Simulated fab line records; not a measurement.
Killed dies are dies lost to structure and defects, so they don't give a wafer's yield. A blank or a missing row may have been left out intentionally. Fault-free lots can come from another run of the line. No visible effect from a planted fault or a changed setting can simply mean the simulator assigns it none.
fab line records	flow sky130	part 1 of 2: steps 1 to 42 of 43
record lots=6	wafers=18	lastDay=49
route steps=708 shown FIELD_ISO@5 NWELL@32 DNWELL@35 PWDE@45 PAD_OPEN@708
lots with no fault: from the same line, run without faults
startH: hours from the record's first day to the start of the lot's first wafer shown	waitH: time in hours since the lot's previous step	" the same as in the row above	L1.1+2: a row that stands for several wafers	- no value present, or no start provided	* or withheld: withheld	< > ~ a bound
route shown NAME@n: NAME is a module with steps in the file, n the number in the route of the first one	usual: the fault-free wafers' mean and standard deviation	same: alike in all rows	chamber/n: place in a boat	sites: the reading at each site	_std_site: the values' standard deviation	_edge_site: inner sites' mean taken away from outer sites' mean	radiusMm: how far each site lies from the wafer's centre	mask NAME#n: copy n	behind: the most recent tool/chamber to have shaped the wafer	hold: what put the lot on hold/how long, in hours/how the hold closed	device: names the non-switching transistor (n, p or np)	end of line: at the end of the route, the tests of the same wafers	a step with no rows: only its recipe	killed: dies that structure and defects cost at the first sort, which is not the same as the wafer's yield	map: a wafer's dies, marking killed ones x, the rest . and places with no die _
set.NAME: setting as actually run; set.NAME@STEP: the setting as run at that earlier step	model.NAME: the simulator's own value behind a step, which no gauge read
a table for each step, a row for each wafer; lots at some steps of the route
services: the hour from which a tool's chamber was out of use, counted from the record's first day as startH (under 0 if before that day), plus the number of hours and why
## steps
# step SKY_FIELD_ISO_THK_MEAS_04
# recipe reads=Si3N4_of_FIELD_ISO_CVD_03
# usual FIELD_ISO_CVD_03_THK=164.0/1.6
lot.wafer	tool	chamber	startH	waitH	FIELD_ISO_CVD_03_THK[nm]
L712.1	filmMetro-04	-	19.37	0.0	161.2
L712.2	"	-	"	"	161.6
L712.6	"	-	"	"	160.3
L720.1	filmMetro-04	-	55.32	0.0	162.3
L720.2	"	-	"	"	161.2
L720.3	"	-	"	"	161.3
L721.1	filmMetro-04	-	59.74	0.0	165.4
L721.3	"	-	"	"	164.7
L721.4	"	-	"	"	165.7
L724.3	filmMetro-04	-	73.50	0.0	164.0
L724.4	"	-	"	"	163.9
L724.6	"	-	"	"	164.2
L728.1	filmMetro-04	-	94.32	0.0	163.9
L728.2	"	-	"	"	163.3
L728.5	"	-	"	"	162.8
L730.1	filmMetro-03	-	104.36	0.0	162.7
L730.3	"	-	"	"	161.8
L730.5	"	-	"	"	163.8
# step SKY_FIELD_ISO_DEHYDRATE_05
# recipe tempC=200	timeS=60
# step SKY_FIELD_ISO_HMDS_06
# recipe primeTimeS=60	primeTempC=120
# step SKY_FIELD_ISO_COAT_07
# recipe resist=BARC	tempC=withheld	timeS=withheld	spinRpm=3000	resistThkNm=60
# step SKY_FIELD_ISO_COAT_08
# recipe resist=KrF-thick	spinRpm=3000	resistThkNm=450
# step SKY_FIELD_ISO_SOFTBAKE_09
# recipe tempC=100	timeS=90	resist=KrF-thick
# step SKY_FIELD_ISO_EXPOSE_10
# recipe maskId=FOM	na=0.68	sourceShape=annular	sigmaInner=0.4	sigmaOuter=0.8	targetCdNm=150	doseMj=28
# step SKY_FIELD_ISO_PEB_11
# recipe pebTempC=withheld	pebTimeS=withheld	resist=KrF-thick
# step SKY_FIELD_ISO_DEVELOP_12
# recipe developTimeS=60	resist=KrF-thick	devTempC=21
# step SKY_FIELD_ISO_CD_MEAS_13
# recipe targetCdNm=150
# usual cdNm=150.2/1.6
lot.wafer	tool	chamber	startH	waitH	cdNm
L712.1	cdSem-02	-	32.54	-	149.5
L712.2	"	-	"	"	150.0
L712.6	"	-	"	"	150.8
L720.1	cdSem-02	-	71.34	-	148.3
L720.2	"	-	"	"	149.9
L720.3	"	-	"	"	149.1
L721.1	cdSem-01	-	76.29	-	150.0
L721.3	"	-	"	"	150.1
L721.4	"	-	"	"	149.0
L724.3	cdSem-02	-	90.81	-	150.5
L724.4	"	-	"	"	151.2
L724.6	"	-	"	"	150.0
L728.1	cdSem-02	-	111.87	-	149.3
L728.2	"	-	"	"	147.3
L728.5	"	-	"	"	150.5
L730.1	cdSem-02	-	122.42	-	149.8
L730.3	"	-	"	"	149.0
L730.5	"	-	"	"	146.9
# step SKY_FIELD_ISO_ETCH_14
# recipe chemistry=N2/H2	target=BARC	ionEnergyEv=200	sourceW=500	biasW=100	pressureMtorr=30	n2FlowSccm=100	h2FlowSccm=200	stopOn=SiO2	timeS=45.9	targetDepthA=600
# usual chamberPressureMTorr=29.999/0.026	drypumpMotorCurrentA=5.8/0.4	oesProductAu=0.854/0.0045	throttleValvePct=13.225/0.0086
lot.wafer	tool	chamber	startH	waitH	chamberPressureMTorr	drypumpMotorCurrentA	oesProductAu	rfHoursCounterH	throttleValvePct
L712.1	rieDiel-02	2	32.66	0.1	29.974	5.8	0.862	57	13.219
L712.2	"	0	"	"	29.996	5.9	0.854	14	13.223
L712.6	"	3	"	"	29.986	5.4	0.853	-	13.230
L720.1	rieDiel-03	1	71.46	0.1	30.051	5.9	0.846	0	13.230
L720.2	"	2	"	"	29.967	6.4	0.860	4	13.213
L720.3	"	3	"	"	29.967	6.4	0.843	38	13.216
L721.1	rieDiel-01	3	76.41	0.1	29.972	4.9	0.853	100	13.227
L721.3	"	0	"	"	30.014	5.8	0.854	65	13.219
L721.4	"	1	"	"	29.970	6.2	0.857	155	13.220
L724.3	rieDiel-01	1	90.89	0.1	29.986	6.1	0.864	156	13.225
L724.4	"	0	"	"	29.973	5.8	0.850	65	13.220
L724.6	"	1	"	"	30.017	6.1	0.854	-	13.233
L728.1	rieDiel-01	3	111.99	0.1	30.016	5.0	0.858	100	13.217
L728.2	"	0	"	"	30.022	5.8	0.851	65	13.240
L728.5	"	0	"	"	29.990	5.8	0.863	-	13.229
L730.1	rieDiel-02	0	122.54	0.1	29.972	6.0	0.851	16	13.236
L730.3	"	1	"	"	30.066	5.7	0.857	9	13.220
L730.5	"	1	"	"	29.976	5.7	0.853	-	13.201
# step SKY_FIELD_ISO_ETCH_15
# recipe chemistry=CHF3/O2	targetDepthNm=180	stopOn=Si	sourceW=600	biasW=200	pressureMtorr=40	chf3FlowSccm=50	O2_flow_sccm=5	timeS=72
# usual chamberPressureMTorr=40.00/0.04	drypumpMotorCurrentA=5.8/0.4	oesProductAu=0.942/0.0072	throttleValvePct=8.843/0.0094
lot.wafer	tool	chamber	startH	waitH	chamberPressureMTorr	drypumpMotorCurrentA	oesProductAu	rfHoursCounterH	throttleValvePct
L712.1	rieDiel-02	2	32.70	0.0	39.96	5.8	0.937	57	8.834
L712.2	"	0	"	"	40.04	5.9	0.934	14	8.841
L712.6	"	3	"	"	40.06	5.4	0.924	-	8.832
L720.1	rieDiel-03	1	71.50	0.0	40.06	5.9	0.939	0	8.848
L720.2	"	2	"	"	39.96	6.4	0.939	4	8.825
L720.3	"	3	"	"	40.06	6.5	0.934	38	8.844
L721.1	rieDiel-01	3	76.45	0.0	39.99	4.9	0.945	100	8.861
L721.3	"	0	"	"	40.04	5.8	0.941	65	8.856
L721.4	"	1	"	"	39.94	6.1	0.948	155	8.846
L724.3	rieDiel-01	1	90.93	0.0	40.05	6.2	0.935	156	8.824
L724.4	"	0	"	"	39.93	5.8	0.939	65	8.830
L724.6	"	1	"	"	39.99	6.1	0.940	-	8.840
L728.1	rieDiel-01	3	112.03	0.0	40.00	5.0	0.943	100	8.850
L728.2	"	0	"	"	39.97	5.8	0.942	65	8.830
L728.5	"	0	"	"	40.05	5.8	0.939	-	8.845
L730.1	rieDiel-02	0	122.58	0.0	39.95	5.9	0.938	16	8.841
L730.3	"	1	"	"	39.98	5.7	0.936	9	8.846
L730.5	"	1	"	"	40.00	5.7	0.939	-	8.835
# step SKY_FIELD_ISO_STRIP_16
# recipe chemistry=O2/N2	powerW=1400	pressureMtorr=1500	platenTempC=withheld	o2FlowSccm=3000	n2FlowSccm=300	overashFraction=0.5
# usual chamberPressureMTorr=1500.2/1.4	drypumpMotorCurrentA=6.0/0.36	oesProductAu=0.378/0.005	stripTimeToEndpointS=3.54/0.034
# same overashFraction=0.5
lot.wafer	tool	chamber	startH	waitH	chamberPressureMTorr	drypumpMotorCurrentA	oesProductAu	rfHoursCounterH	stripTimeToEndpointS
L712.1	plasmaAsher-01	1	32.76	0.0	1499.1	6.0	0.376	36	3.59
L712.2	"	0	"	"	1499.1	5.8	0.368	36	3.56
L712.6	"	0	"	"	1496.1	5.8	0.382	-	3.53
L720.1	plasmaAsher-03	0	71.56	0.0	1502.6	6.5	0.382	35	3.53
L720.2	"	1	"	"	1500.3	5.5	0.375	35	3.46
L720.3	"	0	"	"	1498.9	6.6	0.381	-	3.58
L721.1	plasmaAsher-02	0	76.51	0.0	1501.0	6.3	0.383	39	3.51
L721.3	"	1	"	"	1500.5	5.8	0.376	-	3.56
L721.4	"	0	"	"	1499.1	6.3	0.380	-	3.59
L724.3	plasmaAsher-01	1	91.02	0.1	1502.6	6.0	0.389	-	3.59
L724.4	"	0	"	"	1498.9	5.8	0.376	-	3.53
L724.6	"	1	"	"	1498.7	6.0	0.387	-	3.58
L728.1	plasmaAsher-03	1	112.09	0.0	1503.5	5.4	0.372	39	3.50
L728.2	"	0	"	"	1501.0	6.6	0.378	39	3.52
L728.5	"	1	"	"	1502.2	5.5	0.383	-	3.51
L730.1	plasmaAsher-01	0	122.64	0.0	1500.6	5.8	0.378	44	3.54
L730.3	"	0	"	"	1502.2	5.8	0.378	-	3.54
L730.5	"	1	"	"	1500.9	6.0	0.387	-	3.51
# step SKY_FIELD_ISO_ETCH_17
# recipe targetDepthA=3420	maskMaterial=Si3N4	chemistry=HBr/Cl2/O2	target=Si	taperDeg=5	icpW=600	biasW=150	pressureMtorr=15	HBr_flow_sccm=150	Cl2_flow_sccm=40	O2_flow_sccm=6	timeS=97.7
# usual chamberPressureMTorr=15.002/0.014	drypumpMotorCurrentA=5.9/0.36	heBacksideLeakSccm=2.73/0.28	oesProductAu=0.996/0.0091	throttleValvePct=25.659/0.011
lot.wafer	tool	chamber	startH	waitH	chamberPressureMTorr	drypumpMotorCurrentA	heBacksideLeakSccm	oesProductAu	rfHoursCounterH	throttleValvePct
L712.1	rieSi-01	2	32.86	0.1	15.006	5.3	2.76	0.999	3	25.653
L712.2	"	3	"	"	15.005	5.8	2.70	0.995	113	25.653
L712.6	"	1	"	"	15.005	6.2	2.34	0.998	-	25.639
L720.1	rieSi-02	1	71.66	0.1	15.000	6.4	2.92	0.978	4	25.665
L720.2	"	3	"	"	14.991	5.8	2.66	0.997	31	25.656
L720.3	"	0	"	"	14.969	5.5	2.41	1.003	74	25.638
L721.1	rieSi-02	2	76.61	0.1	15.011	6.2	2.42	0.995	29	25.673
L721.3	"	3	"	"	15.023	5.8	2.50	0.993	31	25.672
L721.4	"	1	"	"	15.001	6.4	2.97	0.987	4	25.683
L724.3	rieSi-01	2	91.09	0.0	14.992	5.2	2.79	0.998	3	25.668
L724.4	"	1	"	"	15.002	6.2	2.57	0.999	64	25.662
L724.6	"	0	"	"	15.006	5.8	3.26	0.998	-	25.650
L728.1	rieSi-02	1	112.19	0.1	15.020	6.4	2.85	0.981	4	25.656
L728.2	"	0	"	"	15.001	5.5	2.71	0.998	74	25.652
L728.5	"	0	"	"	14.971	5.5	2.63	1.006	-	25.651
L730.1	rieSi-01	3	122.74	0.1	14.980	5.8	2.85	0.982	114	25.666
L730.3	"	0	"	"	15.016	5.8	3.18	0.991	108	25.662
L730.5	"	0	"	"	14.988	5.8	2.97	0.994	-	25.671
# step SKY_FIELD_ISO_WET_ETCH_18
# recipe chemistry=H3PO4	targetDepthNm=25	tempC=160	target=Si3N4	timeS=279.4
# step SKY_FIELD_ISO_CLEAN_19
# recipe chemistry=SC1/SC2	mix=1:4:20	tempC=70	timeS=150
# step SKY_FIELD_ISO_CLEAN_20
# recipe chemistry=dHF	timeS=20	dilution=100:1
# step SKY_FIELD_ISO_WET_ETCH_21
# recipe chemistry=dHF	dilution=100:1	targetDepthNm=20	dry=ipaMarangoni	target=SiO2	tempC=25	timeS=400
# step SKY_FIELD_ISO_OXIDATION_22
# recipe tempC=950	ambient=O2	stabiliseS=600	purgeS=300	targetThkA=100	oxTimeS=623
# step SKY_FIELD_ISO_THK_MEAS_23
# recipe reads=SiO2_of_FIELD_ISO_OXIDATION_22
# usual FIELD_ISO_OXIDATION_01_THK=10.04/0.22
lot.wafer	tool	chamber	startH	waitH	FIELD_ISO_OXIDATION_01_THK[nm]
L712.1	filmMetro-01	-	34.39	0.0	9.83
L712.2	"	-	"	"	9.94
L712.6	"	-	"	"	9.91
L720.1	filmMetro-01	-	74.20	0.0	9.82
L720.2	"	-	"	"	10.04
L720.3	"	-	"	"	9.66
L721.1	filmMetro-03	-	79.66	0.0	10.08
L721.3	"	-	"	"	10.26
L721.4	"	-	"	"	10.32
L724.3	filmMetro-01	-	93.06	0.0	10.24
L724.4	"	-	"	"	10.01
L724.6	"	-	"	"	10.06
L728.1	filmMetro-04	-	113.71	0.0	10.10
L728.2	"	-	"	"	10.16
L728.5	"	-	"	"	10.13
L730.1	filmMetro-04	-	124.26	0.0	9.78
L730.3	"	-	"	"	9.83
L730.5	"	-	"	"	9.99
# step SKY_FIELD_ISO_CVD_24
# recipe material=SiO2	targetThkNm=595	tempC=650	sigmaOpenFrac=0.3	timeS=99.2	sih4FlowSccm=60	pressureMtorr=6
# step SKY_FIELD_ISO_THK_MEAS_25
# recipe reads=SiO2_of_FIELD_ISO_CVD_24
# usual FIELD_ISO_CVD_24_THK=592/6.1
lot.wafer	tool	chamber	startH	waitH	FIELD_ISO_CVD_24_THK[nm]
L712.1	filmMetro-03	-	34.52	0.0	599
L712.2	"	-	"	"	603
L712.6	"	-	"	"	605
L720.1	filmMetro-04	-	74.33	0.0	590
L720.2	"	-	"	"	584
L720.3	"	-	"	"	583
L721.1	filmMetro-04	-	79.79	0.0	585
L721.3	"	-	"	"	584
L721.4	"	-	"	"	582
L724.3	filmMetro-03	-	93.19	0.1	590
L724.4	"	-	"	"	589
L724.6	"	-	"	"	586
L728.1	filmMetro-03	-	113.84	0.0	593
L728.2	"	-	"	"	593
L728.5	"	-	"	"	600
L730.1	filmMetro-03	-	124.39	0.0	583
L730.3	"	-	"	"	592
L730.5	"	-	"	"	588
# step SKY_FIELD_ISO_ANNEAL_26
# recipe tempC=1000	timeS=1800	ambient=N2
# step SKY_FIELD_ISO_CMP_27
# recipe stopOn=Si3N4	tOverpolishS=16	downForcePsi=4	platenRpm=60	targetThkNm=457.8	padVelocityMS=0.94248
# usual motorCurrentA=12.5/1.3	overpolishRunS=16.001/0.0078	slurryFlowMlMin=150.1/0.44	timeToEndpointS=113/3.9
lot.wafer	tool	chamber	startH	waitH	motorCurrentA	overpolishRunS	slurryFlowMlMin	timeToEndpointS
L712.1	cmp-01	0	36.08	0.0	13.6	16.007	150.3	111
L712.2	"	1	"	"	14.2	16.007	149.8	116
L712.6	"	0	"	"	13.1	16.009	150.2	116
L720.2	cmp-01	3	75.94	0.1	10.0	15.996	149.8	114
L720.3	"	0	"	"	12.9	16.012	150.0	113
L720.1	"	1	"	"	14.1	16.012	149.6	114
L721.1	cmp-01	1	81.40	0.1	14.3	15.992	150.6	115
L721.4	"	2	"	"	12.0	15.986	150.4	110
L721.3	"	3	"	"	11.3	16.003	150.6	115
L724.4	cmp-02	3	94.73	0.0	11.7	15.988	150.4	113
L724.3	"	1	"	"	12.7	16.007	150.4	110
L724.6	"	3	"	"	11.0	16.009	149.9	110
L728.2	cmp-02	1	115.45	0.1	13.3	16.009	150.3	111
L728.1	"	2	"	"	10.8	16.002	150.1	108
L728.5	"	0	"	"	12.7	15.990	150.7	116
L730.1	cmp-02	3	126.00	0.1	12.0	15.999	149.9	114
L730.3	"	0	"	"	12.7	15.995	149.7	119
L730.5	"	2	"	"	10.3	16.011	150.2	112
# step SKY_FIELD_ISO_WET_ETCH_28
# recipe chemistry=dHF	targetDepthNm=23.7	target=SiO2	dilution=10:1	tempC=25	timeS=47
# step SKY_FIELD_ISO_WET_ETCH_29
# recipe chemistry=H3PO4	targetDepthNm=160	target=Si3N4	tempC=160	timeS=1825
# step SKY_FIELD_ISO_WET_ETCH_30
# recipe chemistry=dHF	targetDepthNm=25	target=SiO2	dilution=10:1	tempC=25	timeS=50
# step SKY_NWELL_CLEAN_00
# recipe chemistry=SC1/SC2	mix=1:4:20	tempC=70	timeS=150	dry=n2Spin
# step SKY_NWELL_OXIDATION_01
# recipe tempC=900	ambient=O2	stabiliseS=600	purgeS=300	targetThkA=100	oxTimeS=1418
# step SKY_NWELL_THK_MEAS_02
# recipe reads=SiO2_of_NWELL_OXIDATION_01
# usual NWELL_OXIDATION_THK=10.01/0.19
lot.wafer	tool	chamber	startH	waitH	NWELL_OXIDATION_THK[nm]
L712.1	filmMetro-03	-	38.39	0.0	10.14
L712.2	"	-	"	"	9.81
L712.6	"	-	"	"	9.80
L720.1	filmMetro-02	-	79.11	0.0	10.14
L720.2	"	-	"	"	10.28
L720.3	"	-	"	"	10.28
L721.1	filmMetro-02	-	83.66	0.0	9.81
L721.3	"	-	"	"	9.91
L721.4	"	-	"	"	9.72
L724.3	filmMetro-01	-	97.06	0.0	10.16
L724.4	"	-	"	"	9.76
L724.6	"	-	"	"	9.90
L728.1	filmMetro-01	-	119.67	0.0	10.46
L728.2	"	-	"	"	10.46
L728.5	"	-	"	"	10.27
L730.1	filmMetro-02	-	128.31	0.0	10.06
L730.3	"	-	"	"	10.05
L730.5	"	-	"	"	10.04
# step SKY_DNWELL_DEHYDRATE_00
# recipe tempC=200	timeS=60
# step SKY_DNWELL_HMDS_01
# recipe primeTimeS=60	primeTempC=120
# step SKY_DNWELL_COAT_02
# recipe spinRpm=2000	resistThkNm=3000
# step SKY_DNWELL_SOFTBAKE_03
# recipe tempC=110	timeS=withheld
# step SKY_DNWELL_EXPOSE_04
# recipe maskId=DNM	na=0.57	targetCdNm=3000	doseMj=222
# step SKY_DNWELL_PEB_05
# recipe tempC=115	timeS=withheld
# step SKY_DNWELL_DEVELOP_06
# recipe wallAngleDeg=90	developer=TMAH	developTimeS=60	devTempC=23
# step SKY_DNWELL_IMPLANT_07
# recipe species=P	energyKev=withheld	doseCm2=withheld	tiltDeg=withheld
# step SKY_DNWELL_STRIP_08
# recipe chemistry=O2/N2	powerW=1400	pressureMtorr=1500	platenTempC=withheld	o2FlowSccm=3000	n2FlowSccm=300	overashFraction=0.5
# usual chamberPressureMTorr=1499.9/1.3	drypumpMotorCurrentA=6.00/0.23	oesProductAu=0.722/0.005	stripTimeToEndpointS=36.88/0.1
# same overashFraction=0.5
lot.wafer	tool	chamber	startH	waitH	chamberPressureMTorr	drypumpMotorCurrentA	oesProductAu	rfHoursCounterH	stripTimeToEndpointS
L712.1	plasmaAsher-02	0	54.19	0.1	1499.9	6.31	0.727	37	37.06
L712.2	"	1	"	"	1496.8	5.81	0.725	37	36.84
L712.6	"	0	"	"	1500.3	6.31	0.721	-	36.91
L720.1	plasmaAsher-01	0	95.24	0.1	1499.6	5.81	0.720	41	36.88
L720.2	"	1	"	"	1499.5	5.98	0.727	41	37.08
L720.3	"	0	"	"	1499.2	5.79	0.725	-	36.93
L721.1	plasmaAsher-02	0	100.14	0.1	1501.5	6.35	0.722	41	36.77
L721.3	"	0	"	"	1498.9	6.34	0.728	-	36.78
L721.4	"	1	"	"	1499.2	5.81	0.730	-	36.86
L724.3	plasmaAsher-04	0	114.82	0.1	1500.6	6.41	0.730	-	36.88
L724.4	"	1	"	"	1499.4	5.75	0.721	-	37.00
L724.6	"	1	"	"	1498.1	5.76	0.724	-	36.91
L728.1	plasmaAsher-02	0	138.54	0.1	1497.9	6.38	0.720	2	36.68
L728.2	"	1	"	"	1500.3	5.81	0.724	2	36.73
L728.5	"	1	"	"	1500.1	5.81	0.721	-	36.85
L730.1	plasmaAsher-01	1	147.07	0.1	1501.4	6.00	0.718	47	37.07
L730.3	"	1	"	"	1500.3	5.99	0.718	-	36.99
L730.5	"	0	"	"	1499.6	5.79	0.727	-	37.09
# step SKY_DNWELL_TW_MEAS_09
# usual DNWELL_TW=1105/20
lot.wafer	tool	chamber	startH	waitH	DNWELL_TW
L712.1	filmMetro-02	-	54.29	0.1	1132
L712.2	"	-	"	"	1132
L712.6	"	-	"	"	1138
L720.1	filmMetro-02	-	95.34	0.1	1128
L720.2	"	-	"	"	1120
L720.3	"	-	"	"	1123
L721.1	filmMetro-03	-	100.24	0.1	1087
L721.3	"	-	"	"	1087
L721.4	"	-	"	"	1085
L724.3	filmMetro-03	-	114.91	0.1	1093
L724.4	"	-	"	"	1098
L724.6	"	-	"	"	1098
L728.1	filmMetro-01	-	138.64	0.1	1096
L728.2	"	-	"	"	1097
L728.5	"	-	"	"	1099
L730.1	filmMetro-03	-	147.17	0.1	1093
L730.3	"	-	"	"	1092
L730.5	"	-	"	"	1088
# step SKY_PWDE_DEHYDRATE_00
# recipe tempC=200	timeS=60
# step SKY_PWDE_HMDS_01
# recipe primeTimeS=60	primeTempC=120
